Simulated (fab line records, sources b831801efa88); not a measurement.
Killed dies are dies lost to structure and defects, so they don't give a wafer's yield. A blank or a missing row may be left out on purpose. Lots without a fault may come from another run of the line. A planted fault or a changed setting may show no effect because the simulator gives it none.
Split-lot experiment | flow sfq_line | 5 lots, 23 wafers read, on a route of 325 steps

THE SPLIT
At SFQ_TRILAYER_I4_DEP_PECVD_099 (deposits SiO2 from SiH4/N2O, time 111.11 s, target thk 500 nm), the setting time_s was moved away from the recipe's 111.11 s on 5 of the 23 wafers read, by -11.8% to +5.0%. The other wafers ran this setting at the recipe's value.

The reading is taken at the split's own step.

THE READING
SiO2_of_TRILAYER_I4_DEP_PECVD_099.thk_nm (the simulator's own value, which no gauge read), in nm, at SFQ_TRILAYER_I4_DEP_PECVD_099 (deposits SiO2 from SiH4/N2O, time 111.11 s, target thk 500 nm). The file gives no usual value for it. The 18 wafers here that ran the recipe average 497.8 nm, standard deviation 5.5 nm.

wafer  | tool, chamber at the split | time_s as run, s | against the recipe | SiO2_of_TRILAYER_I4_DEP_PECVD_099.thk_nm, nm | against lot-mates on the recipe
L076.1 | pecvd-02, 2                | 111.11           | recipe             | 494.8                                        | -
L076.2 | pecvd-02, 1                | 111.11           | recipe             | 500.6                                        | -
L076.3 | pecvd-02, 0                | 111.11           | recipe             | 499.6                                        | -
L076.5 | pecvd-02, 2                | 116.7            | +5.0%              | 525.1                                        | +26.8
L076.6 | pecvd-02, 0                | 116.7            | +5.0%              | 539.2                                        | +40.9
L081.2 | pecvd-02, 1                | 111.11           | recipe             | 492.6                                        | -
L081.3 | pecvd-02, 0                | 111.11           | recipe             | 488.7                                        | -
L081.6 | pecvd-02, 2                | 111.11           | recipe             | 501.1                                        | -
L082.1 | pecvd-01, 0                | 97.97            | -11.8%             | 437.3                                        | -68.2
L082.2 | pecvd-01, 1                | 111.11           | recipe             | 502.5                                        | -
L082.3 | pecvd-01, 2                | 97.97            | -11.8%             | 439.1                                        | -66.4
L082.5 | pecvd-01, 1                | 111.11           | recipe             | 508.6                                        | -
L082.6 | pecvd-01, 2                | 97.97            | -11.8%             | 445.3                                        | -60.2
L083.1 | pecvd-02, 0                | 111.11           | recipe             | 500.9                                        | -
L083.2 | pecvd-02, 1                | 111.11           | recipe             | 500.8                                        | -
L083.3 | pecvd-02, 2                | 111.11           | recipe             | 492.1                                        | -
L083.5 | pecvd-02, 0                | 111.11           | recipe             | 507.1                                        | -
L083.6 | pecvd-02, 2                | 111.11           | recipe             | 497.8                                        | -
L084.1 | pecvd-01, 1                | 111.11           | recipe             | 489                                          | -
L084.2 | pecvd-01, 2                | 111.11           | recipe             | 493                                          | -
L084.3 | pecvd-01, 0                | 111.11           | recipe             | 493.7                                        | -
L084.4 | pecvd-01, 1                | 111.11           | recipe             | 497.7                                        | -
L084.6 | pecvd-01, 2                | 111.11           | recipe             | 499.3                                        | -

THE FIT
A straight line over all 23 wafers: SiO2_of_TRILAYER_I4_DEP_PECVD_099.thk_nm changes by +5.12 nm for each +1% of time_s; r = +0.97; the points scatter about the line by 6.3 nm.
The same after taking each lot's own level away (the mean of its wafers on the recipe; 23 wafers): +5.67 nm for each +1%; r = +0.98; scatter 4.9 nm.
On that fit, the largest move of time_s shifts the reading by 67 nm.
The lots' own levels span 494.13 to 505.55 nm, that is 2.1 times the standard deviation above.
So the lot-to-lot level changes the slope little: the two slopes agree.
Check: with one of the wafers moved furthest among these (-11.8%) left out of the fit, the line predicts -65.4 nm for it against its lot-mates. It came out at -68.2 nm against them.

OTHER SPLITS ON THESE WAFERS
These wafers also went through other splits before the reading. Each is held against what the fit with the lots' levels taken away leaves over:
other split on the same wafers                            | wafers away from the commonest value | r with SiO2_of_TRILAYER_I4_DEP_PECVD_099.thk_nm (lot level and that fit taken away)
SFQ_TRILAYER_I1_VIA_LITHO_EXPOSE_050 dose_mj              | 8                                    | +0.14
SFQ_TRILAYER_M2_LITHO_COAT_057 spin_rpm                   | 8                                    | -0.28
SFQ_TRILAYER_I2_VIA_LITHO_COAT_072 resist_thk_nm          | 9                                    | -0.26
SFQ_TRILAYER_I2_VIA_BARC_OPEN_VIA_ETCH_096 pressure_mtorr | 10                                   | +0.18
SFQ_TRILAYER_M3_LITHO_COAT_080 resist_thk_nm              | 11                                   | +0.13
SFQ_TRILAYER_M3_BARC_OPEN_METAL_ETCH_100 pressure_mtorr   | 10                                   | +0.05
SFQ_TRILAYER_I3_CMP_CMP_082 down_force_psi                | 11                                   | -0.10
SFQ_TRILAYER_M4_LITHO_PEB_096 peb_time_s                  | 9                                    | -0.22
SFQ_TRILAYER_M4_ETCH_METAL_ETCH_096 icp_w                 | 5                                    | +0.19

THE WHOLE CHAIN: every reading that the file lists as answering this split, in the file's order
step                          | what it does                                                  | reading                                                                                   | change (the file's fit)              | r (the file's)
SFQ_TRILAYER_I4_DEP_PECVD_099 | deposits SiO2 from SiH4/N2O, time 111.11 s, target thk 500 nm | SiO2_of_TRILAYER_I4_DEP_PECVD_099.thk_nm (the simulator's own value, which no gauge read) | +5.68 nm for each +1% of the setting | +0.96
SFQ_TRILAYER_I4_CMP_CMP_100   | polishes SiO2                                                 | time_to_endpoint_s                                                                        | withheld for each +1% of the setting | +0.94

THE FILE'S OWN FIT
SiO2_of_TRILAYER_I4_DEP_PECVD_099.thk_nm changes by +5.68 nm for each +1% of time_s, r = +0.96.
